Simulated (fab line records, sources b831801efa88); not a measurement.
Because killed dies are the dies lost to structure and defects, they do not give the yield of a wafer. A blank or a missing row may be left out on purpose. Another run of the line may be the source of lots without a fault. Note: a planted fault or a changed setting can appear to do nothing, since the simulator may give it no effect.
fab line records	flow sky130
record: lots: 12	wafers: 36	lastDay: 50
route steps=708 shown METAL3@563 VIA3@585 PAD_OPEN@708
lots that met no fault: from a run of the same line without faults
startH: hours from the record's first day to the start of the lot's first wafer shown	waitH: time in hours since the lot's previous step	" same as the row above	L1.1+2: a single row standing in for several wafers	- value missing, or start not given	* or withheld: withheld	< > ~ a bound
route shown NAME@n: NAME is a module with steps in the file, n the number in the route of the first one	usual: mean/standard deviation of fault-free wafers	same: alike in all rows	chamber/n: place in a boat	sites: the reading at each site	_std_site: how widely they spread, as a standard deviation	_edge_site: outer sites' mean less inner sites'	radiusMm: how far each site lies from the wafer's centre	mask NAME#n: copy n	behind: the most recent tool/chamber to have shaped the wafer	hold: cause of the lot's hold/its duration in hours/its outcome	device: names the non-switching transistor (n, p or np)	end of line: the same wafers' tests at the end of the route	for a step that has no rows: nothing shown but its recipe	killed: count of dies lost to structure and defects at first sort (not the wafer's yield)	map: a wafer's dies, x killed, . not, _ none there
set.NAME: the setting that was run; set.NAME@STEP: the one run at that earlier step	model.NAME: the simulator's own value behind a step, which no gauge read
route steps across a sampled set of lots; one table per step, one row per wafer
services: from which hour (startH, from the record's first day; less than 0 if before it) a tool's chamber was out of use, for how many hours, and why
== steps ==
step: SKY_METAL3_CD_MEAS_13
recipe: targetCdNm: 300
usual: cdNm: 299.2/1.4
lot.wafer	tool	chamber	startH	waitH	cdNm
L657.1	cdSem-01	-	912.35	-	299.8
L657.3	"	-	"	"	299.1
L657.6	"	-	"	"	298.1
L658.1	cdSem-02	-	932.91	-	299.5
L658.3	"	-	"	"	300.4
L658.5	"	-	"	"	300.0
L659.1	cdSem-01	-	948.31	-	300.6
L659.5	"	-	"	"	300.2
L659.6	"	-	"	"	299.2
L661.1	cdSem-02	-	952.89	-	299.6
L661.3	"	-	"	"	298.4
L661.6	"	-	"	"	299.7
L663.1	cdSem-01	-	972.84	-	298.5
L663.2	"	-	"	"	297.3
L663.3	"	-	"	"	297.9
L664.1	cdSem-01	-	980.01	-	299.3
L664.3	"	-	"	"	299.0
L664.6	"	-	"	"	298.0
L671.1	cdSem-02	-	1013.44	-	297.7
L671.2	"	-	"	"	298.7
L671.4	"	-	"	"	296.9
L674.1	cdSem-01	-	1029.86	-	298.8
L674.4	"	-	"	"	297.3
L674.5	"	-	"	"	297.2
L675.2	cdSem-02	-	1043.47	-	301.0
L675.4	"	-	"	"	299.3
L675.5	"	-	"	"	302.1
L676.1	cdSem-01	-	1050.50	-	299.9
L676.3	"	-	"	"	300.1
L676.6	"	-	"	"	300.8
L677.3	cdSem-02	-	1055.79	-	296.0
L677.4	"	-	"	"	297.4
L677.6	"	-	"	"	298.7
L678.4	cdSem-02	-	1064.06	-	301.1
L678.5	"	-	"	"	301.2
L678.6	"	-	"	"	300.2
step: SKY_VIA3_CD_MEAS_12
recipe: targetCdNm: 200
usual: cdNm: 200.2/1.4
lot.wafer	tool	chamber	startH	waitH	cdNm
L657.1	cdSem-02	-	938.94	-	199.8
L657.3	"	-	"	"	200.4
L657.6	"	-	"	"	199.8
L658.1	cdSem-01	-	958.40	-	201.1
L658.3	"	-	"	"	200.4
L658.5	"	-	"	"	199.6
L659.1	cdSem-01	-	973.85	-	198.3
L659.5	"	-	"	"	198.4
L659.6	"	-	"	"	198.3
L661.1	cdSem-02	-	978.89	-	204.6
L661.3	"	-	"	"	203.0
L661.6	"	-	"	"	202.5
L663.1	cdSem-02	-	998.29	-	199.2
L663.2	"	-	"	"	200.3
L663.3	"	-	"	"	198.5
L664.1	cdSem-01	-	1005.15	-	201.5
L664.3	"	-	"	"	202.2
L664.6	"	-	"	"	201.9
L671.1	cdSem-02	-	1038.09	-	198.1
L671.2	"	-	"	"	198.5
L671.4	"	-	"	"	198.0
L674.1	cdSem-01	-	1053.80	-	201.0
L674.4	"	-	"	"	201.0
L674.5	"	-	"	"	200.4
L675.2	cdSem-02	-	1066.16	-	201.7
L675.4	"	-	"	"	202.7
L675.5	"	-	"	"	203.5
L676.1	cdSem-02	-	1073.34	-	200.9
L676.3	"	-	"	"	200.6
L676.6	"	-	"	"	200.8
L677.3	cdSem-01	-	1078.68	-	199.4
L677.4	"	-	"	"	199.0
L677.6	"	-	"	"	197.2
L678.4	cdSem-02	-	1086.40	-	200.2
L678.5	"	-	"	"	200.3
L678.6	"	-	"	"	200.1
step: SKY_VIA3_ETCH_14
recipe: chemistry: N2/H2	target: BARC	ionEnergyEv: 200	sourceW: 500	biasW: 100	pressureMtorr: 30	n2FlowSccm: 100	h2FlowSccm: 200	stopOn: SiO2	timeS: 45.9	targetDepthA: 600
usual: chamberPressureMTorr: 30.001/0.027	drypumpMotorCurrentA: 5.8/0.37	oesProductAu: 0.855/0.0049	rfFwdPowerW: 494.8/1.9	throttleValvePct: 13.224/0.0091
lot.wafer	tool	chamber	startH	waitH	chamberPressureMTorr	drypumpMotorCurrentA	oesProductAu	rfFwdPowerW	rfHoursCounterH	throttleValvePct
L657.1	rieDiel-02	2	939.10	0.0	30.023	5.7	0.859	492.7	12	13.214
L657.3	"	3	"	"	29.990	5.1	0.851	495.3	18	13.226
L657.6	"	1	"	"	30.068	5.4	0.851	495.4	-	13.220
L658.1	rieDiel-02	2	958.56	0.0	30.014	5.7	0.851	490.6	13	13.225
L658.3	"	1	"	"	29.972	5.4	0.854	496.9	8	13.244
L658.5	"	1	"	"	30.042	5.4	0.859	495.0	-	13.248
L659.1	rieDiel-01	0	974.01	0.0	30.017	5.6	0.852	492.7	28	13.215
L659.5	"	0	"	"	29.941	5.6	0.864	492.5	-	13.216
L659.6	"	2	"	"	30.004	6.1	0.856	492.0	-	13.224
L661.1	rieDiel-02	0	979.05	0.0	30.026	6.5	0.854	496.1	25	13.225
L661.3	"	2	"	"	29.944	5.7	0.858	496.4	13	13.242
L661.6	"	2	"	"	29.968	5.7	0.858	496.1	-	13.206
L663.1	rieDiel-02	0	998.45	0.0	30.003	6.5	0.861	575.6	26	13.227
L663.2	"	1	"	"	30.017	5.4	0.851	575.1	9	13.235
L663.3	"	3	"	"	30.004	5.0	0.844	576.4	20	13.216
L664.1	rieDiel-02	0	1005.31	0.0	29.968	6.5	0.856	574.5	26	13.217
L664.3	"	1	"	"	30.004	5.4	0.855	576.8	9	13.228
L664.6	"	1	"	"	29.927	5.4	0.862	575.2	-	13.223
L671.1	rieDiel-04	0	1038.25	0.0	30.010	6.1	0.856	494.1	22	13.224
L671.2	"	2	"	"	30.018	5.8	0.864	493.1	23	13.214
L671.4	"	2	"	"	30.004	5.8	0.856	495.3	-	13.227
L674.1	rieDiel-01	1	1053.96	0.0	30.025	5.6	0.860	492.6	21	13.224
L674.4	"	2	"	"	29.973	6.1	0.854	494.3	-	13.216
L674.5	"	3	"	"	30.030	5.5	0.859	498.3	-	13.227
L675.2	rieDiel-01	1	1066.30	0.0	30.024	5.6	0.855	495.3	22	13.223
L675.4	"	1	"	"	30.026	5.6	0.856	495.5	-	13.223
L675.5	"	2	"	"	29.992	6.1	0.861	493.3	-	13.224
L676.1	rieDiel-01	3	1073.50	0.0	30.003	5.5	0.850	498.8	18	13.229
L676.3	"	0	"	"	30.018	5.6	0.851	496.1	0	13.218
L676.6	"	1	"	"	30.013	5.6	0.851	492.6	-	13.234
L677.3	rieDiel-04	3	1078.80	0.0	30.022	5.7	0.848	498.5	23	13.225
L677.4	"	1	"	"	29.988	6.2	0.855	494.6	19	13.216
L677.6	"	2	"	"	30.029	5.8	0.848	493.7	-	13.224
L678.4	rieDiel-04	3	1086.52	0.0	29.978	5.7	0.860	495.7	-	13.218
L678.5	"	2	"	"	30.024	5.8	0.851	494.8	-	13.225
L678.6	"	1	"	"	29.984	6.2	0.863	494.9	-	13.229
step: SKY_VIA3_RS_MEAS_22
recipe: thkMeasGauge: four-point-probe	reads: W_of_VIA3_CVD_21+TiN_of_VIA3_SPUTTER_20
usual: VIA3_W_RS: 0.292/0.0048
lot.wafer	tool	chamber	startH	waitH	VIA3_W_RS[ohm/sq]
L657.1	filmMetro-02	-	940.01	0.1	0.295
L657.3	"	-	"	"	0.297
L657.6	"	-	"	"	0.291
L658.1	filmMetro-02	-	959.43	0.1	0.294
L658.3	"	-	"	"	0.283
L658.5	"	-	"	"	0.290
L659.1	filmMetro-04	-	974.92	0.1	0.294
L659.5	"	-	"	"	0.293
L659.6	"	-	"	"	0.296
L661.1	filmMetro-04	-	979.93	0.1	0.299
L661.3	"	-	"	"	0.289
L661.6	"	-	"	"	0.290
L663.1	filmMetro-04	-	999.32	0.1	0.287
L663.2	"	-	"	"	0.296
L663.3	"	-	"	"	0.297
L664.1	filmMetro-04	-	1006.18	0.1	0.286
L664.3	"	-	"	"	0.286
L664.6	"	-	"	"	0.281
L671.1	filmMetro-03	-	1039.17	0.1	0.297
L671.2	"	-	"	"	0.293
L671.4	"	-	"	"	0.301
L674.1	filmMetro-04	-	1054.93	0.1	0.294
L674.4	"	-	"	"	0.287
L674.5	"	-	"	"	0.297
L675.2	filmMetro-04	-	1067.23	0.1	0.287
L675.4	"	-	"	"	0.290
L675.5	"	-	"	"	0.287
L676.1	filmMetro-03	-	1074.37	0.1	0.282
L676.3	"	-	"	"	0.289
L676.6	"	-	"	"	0.282
L677.3	filmMetro-04	-	1079.71	0.1	0.289
L677.4	"	-	"	"	0.300
L677.6	"	-	"	"	0.295
L678.4	filmMetro-03	-	1087.43	0.1	0.290
L678.5	"	-	"	"	0.292
L678.6	"	-	"	"	0.295
step: SKY_PAD_OPEN_PROBE_99
usual: defectLimitedYield: 81.8/2	killed_at_M0_to_M3: 44/7.5	killed_at_M4_up: 3.3/1.8	killedAtContacts: 25/5.9	killedAtFrontEnd: 16/4.7	killedAtOther: 0.3/0.52	killedDies: 89/9.9	killedOpen: 49/7.8	killedShort: 40/5.8	sort_bin_3_pad_short: 0.9/0.43	sort_bin_5_function: 10.8/1.5	sort_bin_6_memory: 6.4/1.1	sortNPass: 403/9.9	sortYieldPct: 81.8/2
same: grossDies: 492	killedAtBackSide: 0	sort_bin_4_leakage[%]: 0	sort_bin_8_speed[%]: 0
lot.wafer	tool	chamber	startH	waitH	defectLimitedYield[%]	killed_at_M0_to_M3	killed_at_M4_up	killedAtContacts	killedAtFrontEnd	killedAtOther	killedDies	killedOpen	killedShort	sort_bin_3_pad_short[%]	sort_bin_5_function[%]	sort_bin_6_memory[%]	sortNPass	sortYieldPct[%]
L661.1	prober-01	-	1119.75	0.1	83.1	39	1	27	16	0	83	45	36	0.2	10.8	5.9	409	83.1
L661.3	prober-01	-	1119.85	0.2	80.9	42	3	27	21	1	94	45	48	0.4	12.0	6.7	398	80.9
L661.6	prober-01	-	1120.00	0.2	83.5	29	3	28	21	0	81	38	43	1.2	8.7	6.5	411	83.5
L663.1	prober-01	-	1133.08	0.1	80.3	52	1	21	23	0	97	55	42	1.0	10.6	8.1	395	80.3
L663.2	prober-01	-	1133.13	0.1	83.5	37	4	19	20	1	81	42	39	1.0	9.1	6.3	411	83.5
L663.3	prober-01	-	1133.18	0.2	84.8	34	4	21	16	0	75	49	26	0.6	9.8	4.9	417	84.8
L664.1	prober-01	-	1142.51	0.1	80.1	41	2	37	18	0	98	53	45	0.8	11.2	7.9	394	80.1
L664.3	prober-01	-	1142.61	0.2	76.6	46	1	44	24	0	115	69	46	1.4	13.8	8.1	377	76.6
L664.6	prober-01	-	1142.76	0.2	81.3	44	5	26	17	0	92	48	44	1.0	10.6	7.1	400	81.3
L671.1	prober-01	-	1165.11	0.1	80.9	54	1	25	14	0	94	53	41	1.4	9.1	8.5	398	80.9
L671.2	prober-01	-	1165.16	0.1	79.5	45	4	33	19	0	101	57	44	1.0	12.2	7.3	391	79.5
L671.4	prober-01	-	1165.26	0.2	81.9	37	4	27	20	1	89	46	43	1.2	10.8	6.1	403	81.9
L675.2	prober-01	-	1188.55	0.1	83.7	51	0	23	5	1	80	41	38	0.8	11.0	4.5	412	83.7
L675.4	prober-01	-	1188.65	0.2	81.3	37	4	36	14	1	92	54	36	0.8	9.6	8.3	400	81.3
L675.5	prober-01	-	1188.70	0.2	81.9	41	4	26	18	0	89	55	34	1.2	11.0	5.9	403	81.9
L676.1	prober-02	-	1195.36	0.1	82.5	43	0	26	17	0	86	49	37	0.6	8.5	8.3	406	82.5
L676.3	prober-02	-	1195.46	0.2	82.5	43	2	20	21	0	86	44	41	1.4	11.2	4.9	406	82.5
L676.6	prober-02	-	1195.61	0.2	84.3	41	2	17	16	1	77	41	35	0.2	10.8	4.7	415	84.3
L678.4	prober-01	-	1204.12	0.2	80.7	41	6	20	28	0	95	45	50	1.2	12.0	6.1	397	80.7
L678.5	prober-01	-	1204.17	0.2	78.5	52	4	30	19	1	106	67	38	1.2	12.0	8.3	386	78.5
L678.6	prober-01	-	1204.22	0.2	83.3	39	4	23	14	2	82	43	37	1.0	9.6	6.1	410	83.3
killed by level:class
L661.1 VIA1:geometricParticle:open=11 CONTACT:geometricParticle:short=7 LI_CONTACT:geometricParticle:open=6 CONTACT:geometricParticle:open=6 METAL2:geometricParticle:short=6 VIA3:geometricParticle:open=6 METAL2:geometricParticle:open=5 LOCAL_INTERCONNECT:geometricParticle:short=5
L661.3 VIA1:geometricParticle:open=11 LI_CONTACT:geometricParticle:open=11 METAL2:geometricParticle:short=7 FIELD_ISO:geometricParticle:short=6 POLY_GATE:geometricParticle:short=5 CONTACT:geometricParticle:open=5 VIA1:geometricParticle:short=5 VIA3:geometricParticle:short=5
L661.6 LOCAL_INTERCONNECT:geometricParticle:short=11 VIA1:geometricParticle:open=8 CONTACT:geometricParticle:open=6 LI_CONTACT:geometricParticle:open=6 POLY_GATE:geometricParticle:short=5 FIELD_ISO:geometricParticle:short=4 FIELD_ISO:geometricParticle:open=4 POLY_GATE:geometricParticle:open=4
L663.1 VIA1:geometricParticle:open=17 FIELD_ISO:geometricParticle:short=9 VIA2:geometricParticle:open=8 CONTACT:geometricParticle:open=7 VIA1:geometricParticle:short=7 POLY_GATE:geometricParticle:open=6 LOCAL_INTERCONNECT:geometricParticle:short=6 VIA3:geometricParticle:open=5
L663.2 LI_CONTACT:geometricParticle:open=6 CONTACT:geometricParticle:open=6 METAL1:geometricParticle:short=6 VIA1:geometricParticle:open=6 VIA3:geometricParticle:open=6 FIELD_ISO:geometricParticle:short=5 POLY_GATE:geometricParticle:short=5 VIA2:geometricParticle:short=5
L663.3 VIA1:geometricParticle:open=9 CONTACT:geometricParticle:open=8 FIELD_ISO:geometricParticle:open=7 VIA1:geometricParticle:short=7 LI_CONTACT:geometricParticle:open=6 VIA2:geometricParticle:open=5 METAL1:geometricParticle:short=4 METAL4:geometricParticle:short=3
L664.1 CONTACT:geometricParticle:open=16 VIA1:geometricParticle:open=10 CONTACT:geometricParticle:short=9 VIA2:geometricParticle:open=7 VIA3:geometricParticle:short=6 FIELD_ISO:geometricParticle:open=5 METAL1:geometricParticle:short=5 METAL2:geometricParticle:short=5
L664.3 LI_CONTACT:geometricParticle:open=15 CONTACT:geometricParticle:open=14 CONTACT:geometricParticle:short=11 METAL1:geometricParticle:short=10 VIA1:geometricParticle:open=10 FIELD_ISO:geometricParticle:open=8 VIA3:geometricParticle:open=6 VIA2:geometricParticle:open=5
L664.6 VIA1:geometricParticle:open=9 CONTACT:geometricParticle:open=9 FIELD_ISO:geometricParticle:short=8 LI_CONTACT:geometricParticle:open=8 VIA2:geometricParticle:open=8 METAL1:geometricParticle:short=7 CONTACT:geometricParticle:short=6 METAL2:geometricParticle:short=6
L671.1 VIA1:geometricParticle:open=11 CONTACT:geometricParticle:open=9 VIA2:geometricParticle:open=8 VIA3:geometricParticle:open=7 POLY_GATE:geometricParticle:short=6 METAL3:geometricParticle:short=6 LI_CONTACT:geometricParticle:open=5 VIA1:geometricParticle:short=5
L671.2 VIA1:geometricParticle:open=17 LI_CONTACT:geometricParticle:open=12 VIA3:geometricParticle:open=8 LOCAL_INTERCONNECT:geometricParticle:short=6 CONTACT:geometricParticle:open=6 FIELD_ISO:geometricParticle:short=4 FIELD_ISO:geometricParticle:open=4 POLY_GATE:geometricParticle:open=4
L671.4 CONTACT:geometricParticle:open=10 VIA1:geometricParticle:open=10 FIELD_ISO:geometricParticle:short=8 VIA1:geometricParticle:short=6 CONTACT:geometricParticle:short=5 LI_CONTACT:geometricParticle:short=4 LOCAL_INTERCONNECT:geometricParticle:short=4 VIA2:geometricParticle:open=4
L675.2 CONTACT:geometricParticle:open=13 VIA1:geometricParticle:open=11 VIA3:geometricParticle:open=7 VIA2:geometricParticle:short=7 METAL2:geometricParticle:short=5 VIA2:geometricParticle:open=5 VIA3:geometricParticle:short=5 CONTACT:geometricParticle:short=4
L675.4 CONTACT:geometricParticle:open=16 LI_CONTACT:geometricParticle:open=9 VIA3:geometricParticle:open=7 VIA2:geometricParticle:open=6 VIA1:geometricParticle:short=6 LOCAL_INTERCONNECT:geometricParticle:short=5 LI_CONTACT:geometricParticle:short=5 FIELD_ISO:geometricParticle:open=4
L675.5 VIA1:geometricParticle:open=10 LI_CONTACT:geometricParticle:open=9 CONTACT:geometricParticle:open=9 VIA2:geometricParticle:open=6 VIA1:geometricParticle:short=6 VIA3:geometricParticle:open=6 FIELD_ISO:geometricParticle:open=4 CONTACT:geometricParticle:short=4
L676.1 VIA1:geometricParticle:open=12 VIA2:geometricParticle:open=10 CONTACT:geometricParticle:short=9 CONTACT:geometricParticle:open=7 VIA1:geometricParticle:short=7 LI_CONTACT:geometricParticle:open=6 FIELD_ISO:geometricParticle:open=5 POLY_GATE:geometricParticle:short=5
L676.3 VIA1:geometricParticle:open=13 CONTACT:geometricParticle:open=8 FIELD_ISO:geometricParticle:open=7 VIA1:geometricParticle:short=5 VIA3:geometricParticle:open=5 FIELD_ISO:geometricParticle:short=4 LI_CONTACT:geometricParticle:short=4 METAL1:geometricParticle:short=4
L676.6 VIA1:geometricParticle:open=10 VIA2:geometricParticle:open=8 CONTACT:geometricParticle:open=5 FIELD_ISO:geometricParticle:open=4 POLY_GATE:geometricParticle:short=4 LI_CONTACT:geometricParticle:open=4 METAL2:geometricParticle:short=4 VIA2:geometricParticle:short=4
L678.4 CONTACT:geometricParticle:short=10 METAL2:geometricParticle:short=8 POLY_GATE:geometricParticle:short=7 POLY_GATE:geometricParticle:open=7 VIA3:geometricParticle:open=7 FIELD_ISO:geometricParticle:open=6 VIA1:geometricParticle:open=6 VIA2:geometricParticle:open=5
L678.5 VIA1:geometricParticle:open=14 LI_CONTACT:geometricParticle:open=10 VIA2:geometricParticle:open=10 CONTACT:geometricParticle:open=9 VIA3:geometricParticle:open=9 POLY_GATE:geometricParticle:short=7 VIA1:geometricParticle:short=6 FIELD_ISO:geometricParticle:open=4
L678.6 VIA2:geometricParticle:open=13 CONTACT:geometricParticle:open=8 VIA3:geometricParticle:open=7 METAL2:geometricParticle:short=7 CONTACT:geometricParticle:short=6 FIELD_ISO:geometricParticle:short=5 LI_CONTACT:geometricParticle:open=5 POLY_GATE:geometricParticle:short=3
== services ==
tool	chamber	startH	hours	kind
rieDiel-04	-	953.94	1.1	repair
rieDiel-02	-	957.49	0.4	repair
rieDiel-01	3	971.80	6.0	repair
rieDiel-04	2	975.21	1.2	repair
rieDiel-02	1	1013.52	52.5	repair
rieDiel-01	-	1018.46	2.8	pm
rieDiel-04	1	1035.55	3.0	repair
rieDiel-01	-	1038.10	1.3	repair
rieDiel-01	0	1039.42	-	clean
rieDiel-01	0	1039.42	32.8	scheduledDown
rieDiel-01	0	1039.42	32.8	ventCycle
rieDiel-02	0	1066.01	-	clean
rieDiel-02	0	1066.01	24.4	scheduledDown
rieDiel-02	0	1066.01	24.4	ventCycle
rieDiel-02	1	1072.77	1.5	repair
rieDiel-04	0	1079.63	10.9	repair
rieDiel-02	-	1081.38	14.6	pm
== key ==
firstSign: step: SKY_VIA3_ETCH_14	reading: rfFwdPowerW	direction: up	sigmas: 42	usual: 494.8	struck: 575.6
effect none on later readings
metAt SKY_VIA3_ETCH_14
struckLots L663,L664
notActingAt SKY_METAL3_CD_MEAS_13,SKY_VIA3_CD_MEAS_12,SKY_VIA3_RS_MEAS_22
onsetBetween 979.05 998.45
fault: kind: processParameterDrift	tool: rieDiel-02	chamber: -	onsetH: 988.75	steps: SKY_VIA3_ETCH_14	channel: sourceW	offset: 80	shape: step	endH: 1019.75	actsIn: theseRecipesOnly	stated: 500
